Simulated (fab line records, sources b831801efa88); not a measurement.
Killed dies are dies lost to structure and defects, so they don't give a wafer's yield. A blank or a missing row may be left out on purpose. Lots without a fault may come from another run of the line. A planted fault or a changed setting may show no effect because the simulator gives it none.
Which tool did it? | flow gf180mcu | 14 lots, 42 wafers sampled, at 4 steps of a route of 602

WHAT THE GAUGES READ, wafer by wafer
GF_V5_RS_MEAS_24: measures by four-point-probe. Usual: V5_W_RS 0.328 ohm/sq, standard deviation 0.0035.
lot  | measured     | on            | V5_W_RS (ohm/sq)  | flag
L318 | day 28 00:04 | film_metro-02 | 0.333 0.332 0.331 |
L319 | day 28 03:25 | film_metro-04 | 0.327 0.327 0.328 |
L320 | day 28 12:02 | film_metro-04 | 0.331 0.330 0.324 |
L321 | day 28 16:44 | film_metro-03 | 0.329 0.329 0.323 |
L326 | day 30 04:31 | film_metro-04 | 0.332 0.328 0.331 |
L327 | day 30 09:56 | film_metro-02 | 0.327 0.327 0.327 |
L328 | day 30 18:45 | film_metro-02 | 0.331 0.324 0.332 |
L329 | day 30 22:03 | film_metro-04 | 0.329 0.326 0.330 |
L331 | day 31 14:13 | film_metro-02 | 0.323 0.331 0.333 |
L332 | day 31 16:37 | film_metro-03 | 0.327 0.331 0.326 |
L333 | day 31 22:46 | film_metro-04 | 0.323 0.330 0.325 |
L336 | day 32 20:19 | film_metro-04 | 0.320 0.327 0.327 |
L337 | day 32 22:08 | film_metro-02 | 0.324 0.330 0.326 |
L339 | day 33 08:43 | film_metro-02 | 0.334 0.324 0.332 |

GF_TOP_METAL_OVL_MEAS_15. Usual: TOP_METAL_OVL 0.1 nm, standard deviation 1.3.
lot  | measured     | on         | TOP_METAL_OVL (nm) | flag
L318 | day 28 20:14 | overlay-01 | -1.1 0.8 -1.5      |
L319 | day 28 23:50 | overlay-02 | -0.5 -0.3 -2.2     |
L320 | day 29 07:24 | overlay-02 | -0.7 0.0 -0.6      |
L321 | day 29 12:02 | overlay-01 | 0.9 0.5 1.1        |
L326 | day 30 23:41 | overlay-01 | 1.1 1.6 0.3        |
L327 | day 31 04:14 | overlay-02 | -1.3 -2.1 -2.5     |
L328 | day 31 13:35 | overlay-02 | 0.2 0.4 -0.7       |
L329 | day 31 17:10 | overlay-01 | 0.4 0.4 0.4        |
L331 | day 32 08:05 | overlay-02 | 2.3 2.8 2.2        |
L332 | day 32 09:45 | overlay-02 | -0.5 -1.4 -0.4     |
L333 | day 32 15:59 | overlay-02 | -0.7 -2.3 -1.5     |
L336 | day 33 12:12 | overlay-02 | -0.9 -1.3 -1.5     |
L337 | day 33 14:44 | overlay-02 | 0.5 1.3 0.0        |
L339 | day 34 00:50 | overlay-01 | 0.3 1.6 0.6        |

WHICH TOOL RAN EACH LOT (tool, then ch and the chambers of the sampled wafers, then the start)
lot  | GF_POLY_GATE_STRIP_14                | GF_V5_CVD_23
L318 | plasma_asher-02 ch 0,1, day 9 18:20  | cvd_w-01 ch 0,1, day 27 23:57
L319 | plasma_asher-01 ch 1, day 9 22:49    | cvd_w-02 ch 1, day 28 03:11
L320 | plasma_asher-02 ch 0,1, day 10 08:49 | cvd_w-02 ch 0,1, day 28 11:55
L321 | plasma_asher-01 ch 0,1, day 10 11:47 | cvd_w-02 ch 1, day 28 16:35
L326 | plasma_asher-02 ch 0,1, day 11 20:46 | cvd_w-02 ch 0,1, day 30 04:24
L327 | plasma_asher-01 ch 0,1, day 12 01:28 | cvd_w-01 ch 0,1, day 30 09:50
L328 | plasma_asher-03 ch 0,1, day 12 12:31 | cvd_w-02 ch 0,1, day 30 18:38
L329 | plasma_asher-01 ch 0,1, day 12 17:58 | cvd_w-01 ch 0,1, day 30 21:56
L331 | plasma_asher-01 ch 0,1, day 13 08:52 | cvd_w-02 ch 0,1, day 31 14:06
L332 | plasma_asher-02 ch 0, day 13 14:30   | cvd_w-01 ch 0, day 31 16:29
L333 | plasma_asher-02 ch 0,1, day 13 21:50 | cvd_w-02 ch 0,1, day 31 22:40
L336 | plasma_asher-03 ch 0,1, day 14 23:22 | cvd_w-01 ch 0,1, day 32 20:11
L337 | plasma_asher-02 ch 0,1, day 15 03:12 | cvd_w-01 ch 0,1, day 32 21:59
L339 | plasma_asher-02 ch 0,1, day 15 17:43 | cvd_w-02 ch 0,1, day 33 08:36
- GF_POLY_GATE_STRIP_14: strips in O2/N2.
- GF_V5_CVD_23: deposits W, target thk 350 nm, time 104.9 s.

WHAT THE TOOLS THEMSELVES READ (means of the sampled wafers that have a number; where no wafer has one, the mark that the record gives instead)
GF_POLY_GATE_STRIP_14. Usual: drypump_motor_current_A 5.8 A, standard deviation 0.53; heater_power_w 340 W, standard deviation 39; oes_product_au 0.504 a.u., standard deviation 0.0049.
lot  | tool            | drypump_motor_current_A (A) | heater_power_w (W) | oes_product_au (a.u.) | flag
L318 | plasma_asher-02 | 5.9                         | 364                | 0.506                 |
L319 | plasma_asher-01 | 5.8                         | 367                | 0.503                 |
L320 | plasma_asher-02 | 5.5                         | 359                | 0.502                 |
L321 | plasma_asher-01 | 6.3                         | 295                | 0.502                 |
L326 | plasma_asher-02 | 5.5                         | 360                | 0.501                 |
L327 | plasma_asher-01 | 6.1                         | 331                | 0.509                 |
L328 | plasma_asher-03 | 5.5                         | 344                | 0.496                 |
L329 | plasma_asher-01 | 6.1                         | 331                | 0.505                 |
L331 | plasma_asher-01 | 6.3                         | 300                | 0.501                 |
L332 | plasma_asher-02 | 5.0                         | 360                | 0.505                 |
L333 | plasma_asher-02 | 5.5                         | 368                | 0.509                 |
L336 | plasma_asher-03 | 5.5                         | 338                | 0.504                 |
L337 | plasma_asher-02 | 5.4                         | 361                | 0.503                 |
L339 | plasma_asher-02 | 5.5                         | 357                | 0.500                 |

GF_V5_CVD_23. Usual: heater_power_w 881 W, standard deviation 86.
lot  | tool     | heater_power_w (W) | flag
L318 | cvd_w-01 | 819                |
L319 | cvd_w-02 | 983                |
L320 | cvd_w-02 | 935                |
L321 | cvd_w-02 | 993                |
L326 | cvd_w-02 | 944                |
L327 | cvd_w-01 | 823                |
L328 | cvd_w-02 | 938                |
L329 | cvd_w-01 | 824                |
L331 | cvd_w-02 | 954                |
L332 | cvd_w-01 | 842                |
L333 | cvd_w-02 | 896                |
L336 | cvd_w-01 | 827                |
L337 | cvd_w-01 | 806                |
L339 | cvd_w-02 | 947                |

THE ANSWER, worked out from the rows above alone
Rule: a lot is off if the mean of its wafers that have a number lies more than 3 standard deviations from the usual mean. A lot without any number at a reading at which 4 lots or more have one is off too. The other lots that the step has rows for count as sound. The gauges are gone through in route order, then the tools' own readings, and for those a lot's mean is taken as printed above. The first step at which some lot is off is used, and at that step the reading that is off furthest; a lot without a number counts as furthest.
No lot is off at any reading shown: from this, nothing can be told.

WHAT THE SIMULATOR HAD PUT IN
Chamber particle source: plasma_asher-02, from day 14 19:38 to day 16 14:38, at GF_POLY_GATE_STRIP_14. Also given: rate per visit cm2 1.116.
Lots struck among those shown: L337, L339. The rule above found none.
